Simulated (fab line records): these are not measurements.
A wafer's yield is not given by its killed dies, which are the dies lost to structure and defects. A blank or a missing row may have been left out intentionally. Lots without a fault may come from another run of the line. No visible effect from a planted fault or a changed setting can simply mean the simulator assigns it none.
fab line records    flow sky130
record: lots: 6  wafers: 16  lastDay: 50
route steps=708 shown METAL5@680 PASSIVATION@681 PAD_OPEN@694
lots that met no fault: taken from a fault-free run of the same line
startH: hours from the record's first day to the start of the lot's first wafer shown    waitH: hours since the lot's step before    " repeats the value in the row above    L1.1+2: several wafers, shown together as one row    - either no value or no given start    * or withheld: withheld    < > ~ a bound
route shown NAME@n: NAME is a module with steps in the file, n the number in the route of the first one    usual: the fault-free wafers' mean and standard deviation    same: alike in all rows    chamber/n: place in a boat    sites: readings site by site    _std_site: their standard deviation    _edge_site: outer sites' mean less inner sites'    radiusMm: for every site, how far away it sits from the centre of the wafer    mask NAME#n: copy n    behind: the last tool/chamber to shape the wafer    hold: the reason the lot was held/the length of the hold in hours/how it ended    device: transistor that didn't switch, given as n, p or np    end of line: tests run on the same wafers once the route is complete    a step given without rows: its recipe and nothing more    killed: count of dies lost to structure and defects at first sort (not the wafer's yield)    map: per-die view of a wafer (x killed, . not killed, _ where there is no die)
set.NAME: setting as actually run; set.NAME@STEP: the setting as run at that earlier step    model.NAME: the simulator's own value behind a step, which no gauge read
certain route steps with their lots: each step a table, each wafer a row
services: a tool's chamber out of use, with start hour (startH, from the record's first day; less than 0 if before it), hours out, and reason
== steps ==
step: SKY_METAL5_CLEAN_19
recipe: chemistry: O3/DIW  dry: n2Spin
step: SKY_PASSIVATION_CVD_00
recipe: material: SiO2  targetThkNm: 90  tempC: 400  timeS: withheld  rfW: 600
usual: heaterPowerOuterW: 390/83  heaterPowerW: 670/120  susceptorTempC: 399.99/0.21
lot.wafer  tool      chamber  startH   waitH  heaterPowerOuterW  heaterPowerW  susceptorTempC
L793.3     pecvd-04  0        1053.79  0.0    346                611           399.91
L793.5     "         0        "        "      365                623           400.13
L793.6     "         1        "        "      287                516           400.08
L795.1     pecvd-04  1        1065.85  0.0    321                558           400.14
L795.2     "         0        "        "      412                700           400.17
L795.3     "         2        "        "      411                737           399.93
L806.4     pecvd-04  1        1125.00  0.0    296                553           399.96
L806.6     "         0        "        "      428                723           400.05
L809.1     pecvd-01  0        1137.97  0.0    435                681           400.20
L809.2     "         2        "        "      408                748           399.98
L810.1     pecvd-01  2        1147.36  0.0    382                692           400.11
L810.2     "         1        "        "      316                488           400.12
L810.3     "         0        "        "      411                652           399.98
L812.1     pecvd-04  2        1154.27  0.0    340                634           400.20
L812.3     "         0        "        "      346                625           399.82
L812.5     "         0        "        "      357                632           399.97
step: SKY_PASSIVATION_THK_MEAS_01
recipe: reads: SiO2_of_PASSIVATION_CVD_00
usual: PASSIVATION_CVD_00_THK: 89.6/1.3
lot.wafer  tool          chamber  startH   waitH  PASSIVATION_CVD_00_THK[nm]
L793.3     filmMetro-02  -        1053.83  -      90.6
L793.5     "             -        "        "      91.8
L793.6     "             -        "        "      90.7
L795.1     filmMetro-03  -        1065.87  -      87.9
L795.2     "             -        "        "      88.5
L795.3     "             -        "        "      87.0
L806.4     filmMetro-03  -        1125.04  -      89.6
L806.6     "             -        "        "      89.0
L809.1     filmMetro-02  -        1137.99  -      89.1
L809.2     "             -        "        "      88.9
L810.1     filmMetro-01  -        1147.40  -      88.8
L810.2     "             -        "        "      89.8
L810.3     "             -        "        "      89.4
L812.1     filmMetro-02  -        1154.30  -      88.9
L812.3     "             -        "        "      90.9
L812.5     "             -        "        "      92.4
step: SKY_PASSIVATION_CVD_02
recipe: material: Si3N4  targetThkNm: 540  tempC: 400  timeS: withheld  rfW: 450
usual: heaterPowerOuterW: 455/140  heaterPowerW: 757/190  susceptorTempC: 400.02/0.21
lot.wafer  tool      chamber  startH   waitH  heaterPowerOuterW  heaterPowerW  susceptorTempC
L793.3     pecvd-01  0        1053.87  0.0    401                653           399.50
L793.5     "         0        "        "      423                664           399.69
L793.6     "         1        "        "      362                556           400.17
L795.1     pecvd-02  0        1065.93  0.1    331                628           400.04
L795.2     "         2        "        "      747                1202          400.37
L795.3     "         1        "        "      420                717           400.29
L806.4     pecvd-01  0        1125.19  0.1    450                720           400.20
L806.6     "         2        "        "      490                833           399.86
L809.1     pecvd-04  0        1138.05  0.1    372                639           400.07
L809.2     "         2        "        "      472                811           400.04
L810.1     pecvd-02  1        1147.46  0.1    394                686           400.21
L810.2     "         2        "        "      691                1078          399.91
L810.3     "         0        "        "      257                542           399.93
L812.1     pecvd-01  1        1154.36  0.1    449                683           399.60
L812.3     "         0        "        "      456                710           400.02
L812.5     "         2        "        "      496                877           400.10
step: SKY_PASSIVATION_THK_MEAS_03
recipe: reads: Si3N4_of_PASSIVATION_CVD_02
usual: PASSIVATION_CVD_02_THK: 536/7
lot.wafer  tool          chamber  startH   waitH  PASSIVATION_CVD_02_THK[nm]
L793.3     filmMetro-03  -        1054.23  -      536
L793.5     "             -        "        "      538
L793.6     "             -        "        "      536
L795.1     filmMetro-03  -        1066.15  -      529
L795.2     "             -        "        "      535
L795.3     "             -        "        "      530
L806.4     filmMetro-02  -        1125.33  -      550
L806.6     "             -        "        "      531
L809.1     filmMetro-03  -        1138.27  -      541
L809.2     "             -        "        "      546
L810.1     filmMetro-02  -        1147.68  -      536
L810.2     "             -        "        "      538
L810.3     "             -        "        "      542
L812.1     filmMetro-01  -        1154.58  -      531
L812.3     "             -        "        "      539
L812.5     "             -        "        "      536
step: SKY_PASSIVATION_DEHYDRATE_04
recipe: tempC: 200  timeS: 60
step: SKY_PASSIVATION_HMDS_05
recipe: primeTimeS: 60  primeTempC: 120
step: SKY_PASSIVATION_COAT_06
recipe: spinRpm: 2000  resistThkNm: 3000
step: SKY_PASSIVATION_SOFTBAKE_07
recipe: tempC: 110  timeS: withheld
step: SKY_PASSIVATION_EXPOSE_08
recipe: maskId: NSM  targetCdNm: 3000  na: 0.57  doseMj: 260
step: SKY_PASSIVATION_PEB_09
recipe: tempC: 115  timeS: withheld
step: SKY_PASSIVATION_DEVELOP_10
recipe: developTimeS: 60  devTempC: 23
step: SKY_PASSIVATION_ETCH_11
recipe: chemistry: CF4/O2  targetDepthNm: 725  stopOn: AlCu  sourceW: 800  biasW: 150  pressureMtorr: 150  cf4FlowSccm: 80  O2_flow_sccm: 10  timeS: 161.1
usual: drypumpMotorCurrentA: 5.9/0.51  oesProductAu: 0.974/0.007  runLengthS: 189.4/0.57  throttleValvePct: 5.964/0.0087
lot.wafer  tool        chamber  startH   waitH  drypumpMotorCurrentA  oesProductAu  rfHoursCounterH  runLengthS  throttleValvePct  model.coat_of_PASSIVATION_COAT_06.thkNm
L793.3     rieDiel-02  1        1074.71  -      4.9                   0.963         17               188.6       5.979             2515
L793.5     "           3        "        "      6.2                   0.979         -                189.5       5.960             2519
L793.6     "           2        "        "      5.2                   0.973         -                190.0       5.975             2512
L795.1     rieDiel-04  3        1087.00  -      5.9                   0.969         24               189.7       5.972             2525
L795.2     "           1        "        "      6.0                   0.967         28               190.3       5.955             2526
L795.3     "           2        "        "      5.5                   0.968         23               188.4       5.957             2513
L806.4     rieDiel-02  0        1144.70  -      6.2                   0.940         9                202.9       5.964             2482
L806.6     "           2        "        "      5.2                   0.968         -                189.7       5.970             2512
L809.1     rieDiel-02  3        1157.31  -      6.2                   0.985         20               189.5       5.966             2515
L809.2     "           1        "        "      4.9                   0.944         19               201.9       5.945             2476
L810.1     rieDiel-04  1        1166.06  -      6.0                   0.964         32               190.4       5.972             2523
L810.2     "           3        "        "      5.9                   0.978         28               189.5       5.964             2506
L810.3     "           0        "        "      6.6                   0.981         29               189.0       5.970             2510
L812.1     rieDiel-04  0        1171.73  -      6.6                   0.971         29               188.8       5.953             2525
L812.3     "           3        "        "      5.9                   0.973         28               189.4       5.960             2526
L812.5     "           2        "        "      5.6                   0.980         -                188.5       5.970             2515
step: SKY_PASSIVATION_STRIP_12
recipe: chemistry: O2/N2  powerW: 1400  pressureMtorr: 1500  platenTempC: withheld  overashFraction: 0.7  o2FlowSccm: 3000  n2FlowSccm: 300
usual: drypumpMotorCurrentA: 5.78/0.3  n2FlowSccm: 299.9/0.95  o2FlowSccm: 3002/9.5  oesProductAu: 0.661/0.0046  stripTimeToEndpointS: 31.50/0.1
lot.wafer  tool            chamber  startH   waitH  drypumpMotorCurrentA  n2FlowSccm  o2FlowSccm  oesProductAu  rfHoursCounterH  stripTimeToEndpointS
L793.3     plasmaAsher-01  0        1074.85  0.1    5.47                  299.3       3025        0.661         -                31.49
L793.5     "               1        "        "      5.42                  301.3       2991        0.660         -                31.56
L793.6     "               0        "        "      5.49                  299.0       3015        0.658         -                31.48
L795.1     plasmaAsher-01  0        1087.11  0.1    5.45                  299.7       3002        0.670         68               31.61
L795.2     "               1        "        "      5.42                  299.2       2993        0.660         68               31.64
L795.3     "               1        "        "      5.45                  300.4       2988        0.661         -                31.48
L806.4     plasmaAsher-03  0        1144.84  0.1    5.70                  300.2       2992        0.668         -                31.11
L806.6     "               1        "        "      5.83                  300.3       2989        0.667         -                31.45
L809.1     plasmaAsher-01  0        1157.42  0.1    5.48                  301.7       2988        0.663         75               31.49
L809.2     "               1        "        "      5.44                  300.6       2997        0.664         75               31.04
L810.1     plasmaAsher-03  0        1166.17  0.1    5.75                  300.1       3008        0.662         97               31.59
L810.2     "               1        "        "      5.86                  300.5       3019        0.655         97               31.39
L810.3     "               0        "        "      5.73                  301.7       3003        0.666         -                31.43
L812.1     plasmaAsher-04  1        1171.84  0.1    6.35                  299.8       2999        0.657         9                31.63
L812.3     "               1        "        "      6.38                  299.3       2989        0.665         -                31.62
L812.5     "               1        "        "      6.34                  299.1       2997        0.659         -                31.51
step: SKY_PAD_OPEN_DEHYDRATE_00
recipe: tempC: 200  timeS: 60
step: SKY_PAD_OPEN_PROBE_99
usual: defectLimitedYield: 82.5/1.9  killed_at_M0_to_M3: 43/6.8  killed_at_M4_up: 3.0/1.6  killedAtContacts: 25/6  killedAtFrontEnd: 15/4.4  killedAtOther: 0.3/0.52  killedDies: 86/9.6  killedOpen: 47/6.7  killedShort: 39/6.8  sort_bin_3_pad_short: 0.9/0.43  sort_bin_5_function: 10.3/1.5  sort_bin_6_memory: 6.3/1.1  sortNPass: 406/9.6  sortYieldPct: 82.5/1.9
same: grossDies: 492  killedAtBackSide: 0  sort_bin_4_leakage[%]: 0  sort_bin_8_speed[%]: 0
lot.wafer  tool       chamber  startH   waitH  defectLimitedYield[%]  killed_at_M0_to_M3  killed_at_M4_up  killedAtContacts  killedAtFrontEnd  killedAtOther  killedDies  killedOpen  killedShort  sort_bin_3_pad_short[%]  sort_bin_5_function[%]  sort_bin_6_memory[%]  sortNPass  sortYieldPct[%]
L793.3     prober-02  -        1098.01  0.2    85.4                   34                  4                21                13                0              72          47          25           1.0                      9.1                     4.5                   420        85.4
L793.5     prober-02  -        1098.11  0.2    84.6                   35                  3                26                12                0              76          42          34           0.4                      8.9                     6.1                   416        84.6
L793.6     prober-02  -        1098.16  0.2    83.7                   43                  1                25                11                0              80          53          27           0.8                      9.1                     6.3                   412        83.7
L806.6     prober-01  -        1165.45  0.2    82.3                   45                  4                23                14                1              87          46          40           0.6                      10.2                    6.9                   405        82.3
L809.1     prober-02  -        1176.82  0.1    83.1                   49                  4                21                9                 0              83          42          41           1.0                      8.9                     6.9                   409        83.1
L809.2     prober-02  -        1176.87  0.1    82.5                   38                  2                29                16                1              86          45          40           0.8                      10.6                    6.1                   406        82.5
killed by level:class
L793.3 CONTACT:geometricParticle:open=11 VIA2:geometricParticle:open=10 VIA1:geometricParticle:open=9 LI_CONTACT:geometricParticle:open=6 FIELD_ISO:geometricParticle:short=5 METAL4:geometricParticle:short=4 METAL1:geometricParticle:short=4 VIA3:geometricParticle:open=4
L793.5 CONTACT:geometricParticle:open=10 LI_CONTACT:geometricParticle:open=8 VIA2:geometricParticle:open=5 POLY_GATE:geometricParticle:open=5 VIA1:geometricParticle:short=5 METAL3:geometricParticle:short=5 VIA3:geometricParticle:open=5 LOCAL_INTERCONNECT:geometricParticle:short=4
L793.6 VIA1:geometricParticle:open=15 CONTACT:geometricParticle:open=11 VIA2:geometricParticle:open=8 VIA3:geometricParticle:open=6 METAL2:geometricParticle:short=6 FIELD_ISO:geometricParticle:open=5 LI_CONTACT:geometricParticle:open=5 LOCAL_INTERCONNECT:geometricParticle:short=5
L806.6 VIA1:geometricParticle:open=10 CONTACT:geometricParticle:open=8 FIELD_ISO:geometricParticle:open=7 CONTACT:geometricParticle:short=7 VIA2:geometricParticle:open=7 METAL1:geometricParticle:short=6 LI_CONTACT:geometricParticle:open=4 VIA1:geometricParticle:short=4
L809.1 VIA1:geometricParticle:open=10 CONTACT:geometricParticle:open=6 VIA2:geometricParticle:open=6 METAL1:geometricParticle:short=5 METAL2:geometricParticle:short=5 VIA3:geometricParticle:open=5 VIA2:geometricParticle:short=4 CONTACT:geometricParticle:short=4
L809.2 VIA1:geometricParticle:open=10 LI_CONTACT:geometricParticle:open=9 CONTACT:geometricParticle:open=8 FIELD_ISO:geometricParticle:short=7 METAL2:geometricParticle:short=6 VIA3:geometricParticle:open=6 METAL1:geometricParticle:short=5 LOCAL_INTERCONNECT:geometricParticle:short=4
== services ==
tool            chamber  startH   hours  kind
rieDiel-02      0        1035.58  21.4   repair
pecvd-02        2        1036.32  2.1    scheduledDown
plasmaAsher-04  -        1055.32  9.0    pm
plasmaAsher-04  0        1055.32  9.0    ventCycle
plasmaAsher-04  1        1055.32  9.0    ventCycle
plasmaAsher-04  0        1064.32  -      clean
plasmaAsher-04  1        1064.32  -      clean
pecvd-02        0        1066.80  5.5    scheduledDown
plasmaAsher-04  -        1067.62  1.2    repair
rieDiel-02      3        1079.80  22.2   repair
plasmaAsher-04  -        1084.25  12.1   repair
pecvd-02        -        1091.52  0.8    repair
rieDiel-04      -        1093.27  2.8    pm
rieDiel-04      0        1096.57  10.3   repair
pecvd-02        1        1114.36  5.5    scheduledDown
plasmaAsher-04  -        1115.41  0.4    repair
rieDiel-04      -        1120.64  0.1    repair
plasmaAsher-03  -        1123.07  3.6    repair
plasmaAsher-03  -        1123.67  2.1    repair
pecvd-02        1        1133.90  5.8    repair
pecvd-01        1        1148.61  5.5    scheduledDown
== key ==
firstSign: step: SKY_PASSIVATION_ETCH_11  reading: runLengthS  direction: up  sigmas: 23  usual: *  struck: *
effect: step: SKY_PASSIVATION_ETCH_11  reading: oesProductAu  direction: down  sigmas: 4.6  usual: 0.974  struck: 0.942
effect: step: SKY_PASSIVATION_STRIP_12  reading: stripTimeToEndpointS  direction: down  sigmas: 4.2  usual: *  struck: *
modelEffect: step: SKY_PASSIVATION_ETCH_11  value: coat_of_PASSIVATION_COAT_06.thkNm  without: 2518  struck: 2479
metAt SKY_PASSIVATION_ETCH_11
struckWafers L806.4,L809.2
onsetBetween 1074.71 1144.70
fault: kind: processParameterDrift  tool: rieDiel-02  chamber: -  onsetH: 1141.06  steps: SKY_PASSIVATION_ETCH_11  channel: timeS  offset: *  shape: step  endH: 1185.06  scope: struckWafersOnly  actsIn: *  stated: *
